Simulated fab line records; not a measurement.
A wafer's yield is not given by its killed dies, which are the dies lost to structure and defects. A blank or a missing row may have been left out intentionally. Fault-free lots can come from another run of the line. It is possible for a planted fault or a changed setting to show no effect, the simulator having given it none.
fab line records / flow sfq_line
record: lots: 6 wafers: 18 last_day: 96
route steps=325 shown JJ@190 M5@198
lots that met no fault: taken from a fault-free run of the same line
start_h: hours from the record's first day to the start of the lot's first wafer shown / wait_h: how many hours have passed since the lot's step before this one / " same as the row above / L1.1+2: a single row standing in for several wafers / - no value, or no start given / * or withheld: withheld / < > ~ a bound
route shown NAME@n: names a module that has steps shown in the file, with the first one's number in the route / usual: mean and standard deviation over wafers with no fault / same: alike in all rows / chamber/n: place in a boat / sites: per-site readings / _std_site: their standard deviation / _edge_site: mean of outer sites minus mean of inner sites / radius_mm: for every site, how far away it sits from the centre of the wafer / mask NAME#n: copy n / behind: tool/chamber where the wafer was last shaped / hold: the reason the lot was held/the length of the hold in hours/how it ended / device: the transistor (n, p or np) that didn't switch / end of line: at the end of the route, the tests of the same wafers / a step given without rows: its recipe and nothing more / killed: the dies lost at the first sort to structure and to defects; this is not the yield of the wafer / map: dies across one wafer; x = killed, . = not, _ = none there
set.NAME: the setting as run; set.NAME@STEP: as run at that earlier step / model.NAME: the simulator's own value behind a step, which no gauge read
lots at selected steps of the route; one table per step, one row per wafer
services: from which hour (start_h, from the record's first day; less than 0 if before it) a tool's chamber was out of use, for how many hours, and why
== steps ==
step: SFQ_TRILAYER_JJ_CE_LITHO_DEVELOP_116
recipe: time_s: 60 resist: KrF
step: SFQ_JJ_OVL_MEAS_931
usual: J5_OVL: -1/4.7
lot.wafer=L867.1 tool=overlay-01 chamber=- start_h=1216.06 wait_h=0.1 J5_OVL[nm]=-10
lot.wafer=L867.5 tool=overlay-01 chamber=- start_h=1216.06 wait_h=0.1 J5_OVL[nm]=-7
lot.wafer=L867.6 tool=overlay-01 chamber=- start_h=1216.06 wait_h=0.1 J5_OVL[nm]=-13
lot.wafer=L870.2 tool=overlay-02 chamber=- start_h=1242.81 wait_h=0.1 J5_OVL[nm]=-6
lot.wafer=L870.3 tool=overlay-02 chamber=- start_h=1242.81 wait_h=0.1 J5_OVL[nm]=-7
lot.wafer=L870.5 tool=overlay-02 chamber=- start_h=1242.81 wait_h=0.1 J5_OVL[nm]=0
lot.wafer=L881.3 tool=overlay-02 chamber=- start_h=1579.75 wait_h=0.1 J5_OVL[nm]=5
lot.wafer=L881.5 tool=overlay-02 chamber=- start_h=1579.75 wait_h=0.1 J5_OVL[nm]=1
lot.wafer=L881.6 tool=overlay-02 chamber=- start_h=1579.75 wait_h=0.1 J5_OVL[nm]=-2
lot.wafer=L882.3 tool=overlay-01 chamber=- start_h=1589.36 wait_h=0.1 J5_OVL[nm]=-3
lot.wafer=L882.4 tool=overlay-01 chamber=- start_h=1589.36 wait_h=0.1 J5_OVL[nm]=-5
lot.wafer=L882.5 tool=overlay-01 chamber=- start_h=1589.36 wait_h=0.1 J5_OVL[nm]=-4
lot.wafer=L885.1 tool=overlay-02 chamber=- start_h=1635.03 wait_h=0.1 J5_OVL[nm]=-5
lot.wafer=L885.2 tool=overlay-02 chamber=- start_h=1635.03 wait_h=0.1 J5_OVL[nm]=3
lot.wafer=L885.4 tool=overlay-02 chamber=- start_h=1635.03 wait_h=0.1 J5_OVL[nm]=5
lot.wafer=L888.1 tool=overlay-01 chamber=- start_h=1658.22 wait_h=0.1 J5_OVL[nm]=-3
lot.wafer=L888.3 tool=overlay-01 chamber=- start_h=1658.22 wait_h=0.1 J5_OVL[nm]=-2
lot.wafer=L888.4 tool=overlay-01 chamber=- start_h=1658.22 wait_h=0.1 J5_OVL[nm]=4
step: SFQ_TRILAYER_JJ_CE_METRO_MEASURE_117
usual: cd_nm: 700.1/1.3
lot.wafer=L867.1 tool=cd_sem-02 chamber=- start_h=1216.10 wait_h=0.0 cd_nm=698.1
lot.wafer=L867.5 tool=cd_sem-02 chamber=- start_h=1216.10 wait_h=0.0 cd_nm=698.7
lot.wafer=L867.6 tool=cd_sem-02 chamber=- start_h=1216.10 wait_h=0.0 cd_nm=698.9
lot.wafer=L870.2 tool=cd_sem-01 chamber=- start_h=1243.04 wait_h=0.2 cd_nm=701.5
lot.wafer=L870.3 tool=cd_sem-01 chamber=- start_h=1243.04 wait_h=0.2 cd_nm=700.9
lot.wafer=L870.5 tool=cd_sem-01 chamber=- start_h=1243.04 wait_h=0.2 cd_nm=701.7
lot.wafer=L881.3 tool=cd_sem-02 chamber=- start_h=1580.17 wait_h=0.4 cd_nm=701.2
lot.wafer=L881.5 tool=cd_sem-02 chamber=- start_h=1580.17 wait_h=0.4 cd_nm=702.2
lot.wafer=L881.6 tool=cd_sem-02 chamber=- start_h=1580.17 wait_h=0.4 cd_nm=702.9
lot.wafer=L882.3 tool=cd_sem-01 chamber=- start_h=1589.79 wait_h=0.4 cd_nm=700.1
lot.wafer=L882.4 tool=cd_sem-01 chamber=- start_h=1589.79 wait_h=0.4 cd_nm=699.9
lot.wafer=L882.5 tool=cd_sem-01 chamber=- start_h=1589.79 wait_h=0.4 cd_nm=700.9
lot.wafer=L885.1 tool=cd_sem-02 chamber=- start_h=1635.06 wait_h=0.0 cd_nm=699.2
lot.wafer=L885.2 tool=cd_sem-02 chamber=- start_h=1635.06 wait_h=0.0 cd_nm=700.3
lot.wafer=L885.4 tool=cd_sem-02 chamber=- start_h=1635.06 wait_h=0.0 cd_nm=698.8
lot.wafer=L888.1 tool=cd_sem-01 chamber=- start_h=1658.26 wait_h=0.0 cd_nm=697.6
lot.wafer=L888.3 tool=cd_sem-01 chamber=- start_h=1658.26 wait_h=0.0 cd_nm=698.0
lot.wafer=L888.4 tool=cd_sem-01 chamber=- start_h=1658.26 wait_h=0.0 cd_nm=698.3
step: SFQ_TRILAYER_JJ_CE_BARC_OPEN_RIE_150
recipe: mask_material: PR chemistry: O2 target_depth_nm: 240 target: BARC icp_w: 600 bias_w: 80 pressure_mtorr: 10 time_s: 80
usual: bias_w: 79.99/0.25 drypump_motor_current_A: 5.9/0.33 oes_product_au: 0.538/0.0047
lot.wafer=L867.1 tool=rie_metal-04 chamber=1 start_h=1217.30 wait_h=1.0 bias_w=80.00 drypump_motor_current_A=6.3 oes_product_au=0.535 rf_hours_counter_h=106
lot.wafer=L867.5 tool=rie_metal-04 chamber=1 start_h=1217.30 wait_h=1.0 bias_w=79.94 drypump_motor_current_A=6.3 oes_product_au=0.542 rf_hours_counter_h=-
lot.wafer=L867.6 tool=rie_metal-04 chamber=0 start_h=1217.30 wait_h=1.0 bias_w=79.65 drypump_motor_current_A=5.7 oes_product_au=0.535 rf_hours_counter_h=-
lot.wafer=L870.2 tool=rie_metal-04 chamber=1 start_h=1244.04 wait_h=0.8 bias_w=79.56 drypump_motor_current_A=6.3 oes_product_au=0.537 rf_hours_counter_h=109
lot.wafer=L870.3 tool=rie_metal-04 chamber=1 start_h=1244.04 wait_h=0.8 bias_w=79.69 drypump_motor_current_A=6.3 oes_product_au=0.544 rf_hours_counter_h=-
lot.wafer=L870.5 tool=rie_metal-04 chamber=1 start_h=1244.04 wait_h=0.8 bias_w=80.09 drypump_motor_current_A=6.4 oes_product_au=0.539 rf_hours_counter_h=-
lot.wafer=L881.3 tool=rie_metal-01 chamber=1 start_h=1581.00 wait_h=0.6 bias_w=80.05 drypump_motor_current_A=5.9 oes_product_au=0.532 rf_hours_counter_h=-
lot.wafer=L881.5 tool=rie_metal-01 chamber=1 start_h=1581.00 wait_h=0.6 bias_w=79.90 drypump_motor_current_A=5.9 oes_product_au=0.536 rf_hours_counter_h=-
lot.wafer=L881.6 tool=rie_metal-01 chamber=0 start_h=1581.00 wait_h=0.6 bias_w=79.75 drypump_motor_current_A=5.7 oes_product_au=0.530 rf_hours_counter_h=-
lot.wafer=L882.3 tool=rie_metal-04 chamber=0 start_h=1590.62 wait_h=0.6 bias_w=79.89 drypump_motor_current_A=5.7 oes_product_au=0.548 rf_hours_counter_h=-
lot.wafer=L882.4 tool=rie_metal-04 chamber=1 start_h=1590.62 wait_h=0.6 bias_w=80.24 drypump_motor_current_A=6.4 oes_product_au=0.527 rf_hours_counter_h=-
lot.wafer=L882.5 tool=rie_metal-04 chamber=1 start_h=1590.62 wait_h=0.6 bias_w=79.87 drypump_motor_current_A=6.4 oes_product_au=0.534 rf_hours_counter_h=-
lot.wafer=L885.1 tool=rie_metal-02 chamber=0 start_h=1636.26 wait_h=1.0 bias_w=79.79 drypump_motor_current_A=5.5 oes_product_au=0.539 rf_hours_counter_h=40
lot.wafer=L885.2 tool=rie_metal-02 chamber=0 start_h=1636.26 wait_h=1.0 bias_w=79.95 drypump_motor_current_A=5.5 oes_product_au=0.538 rf_hours_counter_h=-
lot.wafer=L885.4 tool=rie_metal-02 chamber=0 start_h=1636.26 wait_h=1.0 bias_w=80.40 drypump_motor_current_A=5.5 oes_product_au=0.534 rf_hours_counter_h=-
lot.wafer=L888.1 tool=rie_metal-01 chamber=0 start_h=1659.46 wait_h=1.0 bias_w=80.03 drypump_motor_current_A=5.6 oes_product_au=0.541 rf_hours_counter_h=20
lot.wafer=L888.3 tool=rie_metal-01 chamber=0 start_h=1659.46 wait_h=1.0 bias_w=80.37 drypump_motor_current_A=5.6 oes_product_au=0.540 rf_hours_counter_h=-
lot.wafer=L888.4 tool=rie_metal-01 chamber=1 start_h=1659.46 wait_h=1.0 bias_w=80.12 drypump_motor_current_A=5.9 oes_product_au=0.545 rf_hours_counter_h=-
step: SFQ_TRILAYER_JJ_CE_ETCH_RIE_118
recipe: target: Nb stop_on: Al2O3 mask_material: PR taper_deg: 13.257 over_etch_frac: 0.15 time_s: 97.7 chemistry: SF6 target_depth_nm: 170 icp_w: 600 bias_w: 80 pressure_mtorr: 10
usual: bias_w: 80.01/0.26 drypump_motor_current_A: 5.9/0.33 oes_product_au: 0.985/0.0052
lot.wafer=L867.1 tool=rie_metal-04 chamber=1 start_h=1217.39 wait_h=0.1 bias_w=80.15 drypump_motor_current_A=6.4 oes_product_au=0.984 rf_hours_counter_h=106
lot.wafer=L867.5 tool=rie_metal-04 chamber=1 start_h=1217.39 wait_h=0.1 bias_w=80.10 drypump_motor_current_A=6.4 oes_product_au=0.985 rf_hours_counter_h=-
lot.wafer=L867.6 tool=rie_metal-04 chamber=0 start_h=1217.39 wait_h=0.1 bias_w=79.85 drypump_motor_current_A=5.7 oes_product_au=0.981 rf_hours_counter_h=-
lot.wafer=L870.2 tool=rie_metal-04 chamber=1 start_h=1244.13 wait_h=0.1 bias_w=79.74 drypump_motor_current_A=6.4 oes_product_au=0.975 rf_hours_counter_h=109
lot.wafer=L870.3 tool=rie_metal-04 chamber=1 start_h=1244.13 wait_h=0.1 bias_w=79.87 drypump_motor_current_A=6.4 oes_product_au=0.986 rf_hours_counter_h=-
lot.wafer=L870.5 tool=rie_metal-04 chamber=1 start_h=1244.13 wait_h=0.1 bias_w=79.19 drypump_motor_current_A=6.4 oes_product_au=0.982 rf_hours_counter_h=-
lot.wafer=L881.3 tool=rie_metal-01 chamber=1 start_h=1581.10 wait_h=0.1 bias_w=80.08 drypump_motor_current_A=5.9 oes_product_au=0.996 rf_hours_counter_h=-
lot.wafer=L881.5 tool=rie_metal-01 chamber=1 start_h=1581.10 wait_h=0.1 bias_w=80.24 drypump_motor_current_A=5.9 oes_product_au=0.986 rf_hours_counter_h=-
lot.wafer=L881.6 tool=rie_metal-01 chamber=0 start_h=1581.10 wait_h=0.1 bias_w=80.23 drypump_motor_current_A=5.6 oes_product_au=0.981 rf_hours_counter_h=-
lot.wafer=L882.3 tool=rie_metal-04 chamber=0 start_h=1590.71 wait_h=0.1 bias_w=79.88 drypump_motor_current_A=5.7 oes_product_au=0.992 rf_hours_counter_h=-
lot.wafer=L882.4 tool=rie_metal-04 chamber=1 start_h=1590.71 wait_h=0.1 bias_w=80.14 drypump_motor_current_A=6.4 oes_product_au=0.991 rf_hours_counter_h=-
lot.wafer=L882.5 tool=rie_metal-04 chamber=1 start_h=1590.71 wait_h=0.1 bias_w=79.99 drypump_motor_current_A=6.3 oes_product_au=0.979 rf_hours_counter_h=-
lot.wafer=L885.1 tool=rie_metal-02 chamber=0 start_h=1636.45 wait_h=0.2 bias_w=80.11 drypump_motor_current_A=5.5 oes_product_au=0.983 rf_hours_counter_h=40
lot.wafer=L885.2 tool=rie_metal-02 chamber=0 start_h=1636.45 wait_h=0.2 bias_w=79.36 drypump_motor_current_A=5.4 oes_product_au=0.984 rf_hours_counter_h=-
lot.wafer=L885.4 tool=rie_metal-02 chamber=0 start_h=1636.45 wait_h=0.2 bias_w=79.66 drypump_motor_current_A=5.5 oes_product_au=0.992 rf_hours_counter_h=-
lot.wafer=L888.1 tool=rie_metal-01 chamber=0 start_h=1659.55 wait_h=0.1 bias_w=80.16 drypump_motor_current_A=5.7 oes_product_au=0.985 rf_hours_counter_h=20
lot.wafer=L888.3 tool=rie_metal-01 chamber=0 start_h=1659.55 wait_h=0.1 bias_w=80.19 drypump_motor_current_A=5.6 oes_product_au=0.997 rf_hours_counter_h=-
lot.wafer=L888.4 tool=rie_metal-01 chamber=1 start_h=1659.55 wait_h=0.1 bias_w=80.26 drypump_motor_current_A=5.8 oes_product_au=0.993 rf_hours_counter_h=-
step: SFQ_TRILAYER_JJ_ANODIZE_ANODIZE_119
recipe: current_density_ma_cm2: withheld end_current_density_ma_cm2: withheld bath_temp_c: withheld
step: SFQ_TRILAYER_JJ_CE_STRIP_STRIP_120
recipe: gas: O2 power_w: 200 platen_temp_c: 40 overash_fraction: 0.65 chemistry: O2 pressure_mtorr: 50
usual: drypump_motor_current_A: 5.69/0.2 oes_product_au: 0.999/0.0083
lot.wafer=L867.1 tool=rie_metal-02 chamber=0 start_h=1217.99 wait_h=0.0 drypump_motor_current_A=5.46 oes_product_au=1.006 rf_hours_counter_h=101
lot.wafer=L867.5 tool=rie_metal-02 chamber=0 start_h=1217.99 wait_h=0.0 drypump_motor_current_A=5.47 oes_product_au=1.006 rf_hours_counter_h=-
lot.wafer=L867.6 tool=rie_metal-02 chamber=1 start_h=1217.99 wait_h=0.0 drypump_motor_current_A=6.07 oes_product_au=1.000 rf_hours_counter_h=-
lot.wafer=L870.2 tool=rie_metal-01 chamber=1 start_h=1244.73 wait_h=0.0 drypump_motor_current_A=5.89 oes_product_au=1.001 rf_hours_counter_h=1
lot.wafer=L870.3 tool=rie_metal-01 chamber=1 start_h=1244.73 wait_h=0.0 drypump_motor_current_A=5.87 oes_product_au=1.003 rf_hours_counter_h=-
lot.wafer=L870.5 tool=rie_metal-01 chamber=1 start_h=1244.73 wait_h=0.0 drypump_motor_current_A=5.89 oes_product_au=1.003 rf_hours_counter_h=-
lot.wafer=L881.3 tool=rie_metal-01 chamber=0 start_h=1581.87 wait_h=0.2 drypump_motor_current_A=5.64 oes_product_au=1.014 rf_hours_counter_h=-
lot.wafer=L881.5 tool=rie_metal-01 chamber=0 start_h=1581.87 wait_h=0.2 drypump_motor_current_A=5.62 oes_product_au=1.011 rf_hours_counter_h=-
lot.wafer=L881.6 tool=rie_metal-01 chamber=1 start_h=1581.87 wait_h=0.2 drypump_motor_current_A=5.86 oes_product_au=1.000 rf_hours_counter_h=-
lot.wafer=L882.3 tool=rie_metal-02 chamber=1 start_h=1591.48 wait_h=0.2 drypump_motor_current_A=5.99 oes_product_au=0.995 rf_hours_counter_h=-
lot.wafer=L882.4 tool=rie_metal-02 chamber=0 start_h=1591.48 wait_h=0.2 drypump_motor_current_A=5.46 oes_product_au=1.001 rf_hours_counter_h=-
lot.wafer=L882.5 tool=rie_metal-02 chamber=1 start_h=1591.48 wait_h=0.2 drypump_motor_current_A=6.02 oes_product_au=0.984 rf_hours_counter_h=-
lot.wafer=L885.1 tool=rie_metal-02 chamber=0 start_h=1637.21 wait_h=0.0 drypump_motor_current_A=5.45 oes_product_au=1.005 rf_hours_counter_h=40
lot.wafer=L885.2 tool=rie_metal-02 chamber=0 start_h=1637.21 wait_h=0.0 drypump_motor_current_A=5.48 oes_product_au=0.995 rf_hours_counter_h=-
lot.wafer=L885.4 tool=rie_metal-02 chamber=0 start_h=1637.21 wait_h=0.0 drypump_motor_current_A=5.46 oes_product_au=0.995 rf_hours_counter_h=-
lot.wafer=L888.1 tool=rie_metal-02 chamber=0 start_h=1660.16 wait_h=0.0 drypump_motor_current_A=5.48 oes_product_au=0.986 rf_hours_counter_h=46
lot.wafer=L888.3 tool=rie_metal-02 chamber=0 start_h=1660.16 wait_h=0.0 drypump_motor_current_A=5.46 oes_product_au=0.993 rf_hours_counter_h=-
lot.wafer=L888.4 tool=rie_metal-02 chamber=0 start_h=1660.16 wait_h=0.0 drypump_motor_current_A=5.49 oes_product_au=0.997 rf_hours_counter_h=-
step: SFQ_TRILAYER_JJ_CE_STRIP_SOLV_CLEAN_121
recipe: chemistry: NMP temp_c: 70 time_s: 600
step: SFQ_TRILAYER_M5_LITHO_COAT_128
recipe: resist: BARC spin_rpm: 3000 resist_thk_nm: 62
step: SFQ_TRILAYER_M5_LITHO_COAT_123
recipe: resist: KrF spin_rpm: 3000 resist_thk_nm: 600
step: SFQ_TRILAYER_M5_LITHO_SOFTBAKE_127
recipe: temp_c: withheld time_s: withheld resist: KrF
step: SFQ_TRILAYER_M5_LITHO_EXPOSE_124
recipe: mask_id: M5 na: 0.6 source_shape: conventional sigma_outer: 0.65 target_cd_nm: 700 dose_mj: 14.4
step: SFQ_TRILAYER_M5_LITHO_PEB_126
recipe: peb_temp_c: 115 peb_time_s: 60 resist: KrF
usual: chill_plate_temp_C: 22.99/0.12 exhaust_pa: 44.9/0.93 resist_line_temp_C: 23.02/0.12
lot.wafer=L867.1 tool=litho_track-01 chamber=0 start_h=1352.20 wait_h=1.0 chill_plate_temp_C=22.95 exhaust_pa=45.7 resist_line_temp_C=22.89
lot.wafer=L867.5 tool=litho_track-01 chamber=0 start_h=1352.20 wait_h=1.0 chill_plate_temp_C=22.85 exhaust_pa=45.0 resist_line_temp_C=22.93
lot.wafer=L867.6 tool=litho_track-01 chamber=0 start_h=1352.20 wait_h=1.0 chill_plate_temp_C=22.95 exhaust_pa=46.3 resist_line_temp_C=22.89
lot.wafer=L870.2 tool=litho_track-02 chamber=0 start_h=1379.07 wait_h=1.0 chill_plate_temp_C=23.04 exhaust_pa=45.0 resist_line_temp_C=22.98
lot.wafer=L870.3 tool=litho_track-02 chamber=0 start_h=1379.07 wait_h=1.0 chill_plate_temp_C=22.94 exhaust_pa=46.1 resist_line_temp_C=23.12
lot.wafer=L870.5 tool=litho_track-02 chamber=0 start_h=1379.07 wait_h=1.0 chill_plate_temp_C=23.04 exhaust_pa=45.1 resist_line_temp_C=23.16
lot.wafer=L881.3 tool=litho_track-02 chamber=- start_h=1586.80 wait_h=0.7 chill_plate_temp_C=- exhaust_pa=- resist_line_temp_C=-
lot.wafer=L881.5 tool=litho_track-02 chamber=- start_h=1586.80 wait_h=0.7 chill_plate_temp_C=- exhaust_pa=- resist_line_temp_C=-
lot.wafer=L881.6 tool=litho_track-02 chamber=- start_h=1586.80 wait_h=0.7 chill_plate_temp_C=- exhaust_pa=- resist_line_temp_C=-
lot.wafer=L882.3 tool=litho_track-02 chamber=- start_h=1594.94 wait_h=0.7 chill_plate_temp_C=- exhaust_pa=- resist_line_temp_C=-
lot.wafer=L882.4 tool=litho_track-02 chamber=- start_h=1594.94 wait_h=0.7 chill_plate_temp_C=- exhaust_pa=- resist_line_temp_C=-
lot.wafer=L882.5 tool=litho_track-02 chamber=- start_h=1594.94 wait_h=0.7 chill_plate_temp_C=- exhaust_pa=- resist_line_temp_C=-
lot.wafer=L885.1 tool=litho_track-01 chamber=0 start_h=1640.86 wait_h=1.0 chill_plate_temp_C=23.12 exhaust_pa=44.3 resist_line_temp_C=22.78
lot.wafer=L885.2 tool=litho_track-01 chamber=0 start_h=1640.86 wait_h=1.0 chill_plate_temp_C=23.21 exhaust_pa=44.5 resist_line_temp_C=22.90
lot.wafer=L885.4 tool=litho_track-01 chamber=0 start_h=1640.86 wait_h=1.0 chill_plate_temp_C=23.21 exhaust_pa=46.0 resist_line_temp_C=23.09
lot.wafer=L888.1 tool=litho_track-01 chamber=0 start_h=1792.72 wait_h=1.0 chill_plate_temp_C=22.98 exhaust_pa=44.5 resist_line_temp_C=23.11
lot.wafer=L888.3 tool=litho_track-01 chamber=0 start_h=1792.72 wait_h=1.0 chill_plate_temp_C=23.04 exhaust_pa=44.3 resist_line_temp_C=23.10
lot.wafer=L888.4 tool=litho_track-01 chamber=0 start_h=1792.72 wait_h=1.0 chill_plate_temp_C=23.14 exhaust_pa=44.1 resist_line_temp_C=23.10
step: SFQ_TRILAYER_M5_LITHO_DEVELOP_125
recipe: time_s: 60 resist: KrF
== services ==
tool=rie_metal-01 chamber=- start_h=1233.49 hours=2.8 kind=pm
tool=rie_metal-04 chamber=1 start_h=1249.74 hours=12.6 kind=repair
tool=cd_sem-02 chamber=- start_h=1279.57 hours=1.3 kind=pm
tool=rie_metal-01 chamber=- start_h=1285.56 hours=14.6 kind=repair
tool=cd_sem-01 chamber=- start_h=1305.42 hours=0.5 kind=pm
tool=cd_sem-02 chamber=- start_h=1306.32 hours=0.9 kind=pm
tool=cd_sem-02 chamber=- start_h=1313.46 hours=0.6 kind=pm
tool=rie_metal-04 chamber=- start_h=1315.15 hours=28.1 kind=pm
tool=cd_sem-02 chamber=- start_h=1319.84 hours=1.0 kind=pm
tool=cd_sem-01 chamber=- start_h=1346.91 hours=1.2 kind=pm
tool=cd_sem-01 chamber=- start_h=1360.58 hours=0.9 kind=pm
tool=cd_sem-01 chamber=- start_h=1361.50 hours=0.9 kind=pm
tool=rie_metal-02 chamber=- start_h=1361.70 hours=2.8 kind=pm
tool=rie_metal-01 chamber=1 start_h=1479.11 hours=9.3 kind=repair
tool=cd_sem-01 chamber=- start_h=1489.42 hours=0.9 kind=pm
tool=cd_sem-02 chamber=- start_h=1490.32 hours=0.3 kind=pm
tool=cd_sem-02 chamber=- start_h=1497.46 hours=0.3 kind=pm
tool=cd_sem-02 chamber=- start_h=1503.84 hours=1.3 kind=pm
tool=cd_sem-01 chamber=- start_h=1544.58 hours=0.7 kind=pm
tool=rie_metal-04 chamber=- start_h=1571.34 hours=14.6 kind=pm
tool=rie_metal-04 chamber=0 start_h=1598.16 hours=22.3 kind=repair
tool=rie_metal-02 chamber=- start_h=1615.47 hours=0.2 kind=repair
tool=rie_metal-04 chamber=- start_h=1680.12 hours=0.4 kind=repair
tool=rie_metal-01 chamber=1 start_h=1739.91 hours=20.6 kind=repair
== key ==
first_sign: step: SFQ_TRILAYER_M5_LITHO_PEB_126 reading: tool_record direction: missing
effect none on later readings
met_at SFQ_TRILAYER_M5_LITHO_PEB_126
struck_wafers L881.3,L881.5,L881.6,L882.3,L882.4,L882.5
onset_between 1379.07 1586.80
fault: kind: skipped_step_whole tool: litho_track-02 chamber: - onset_h: 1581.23 steps: SFQ_TRILAYER_M5_LITHO_PEB_126 scope: struck_lots_only
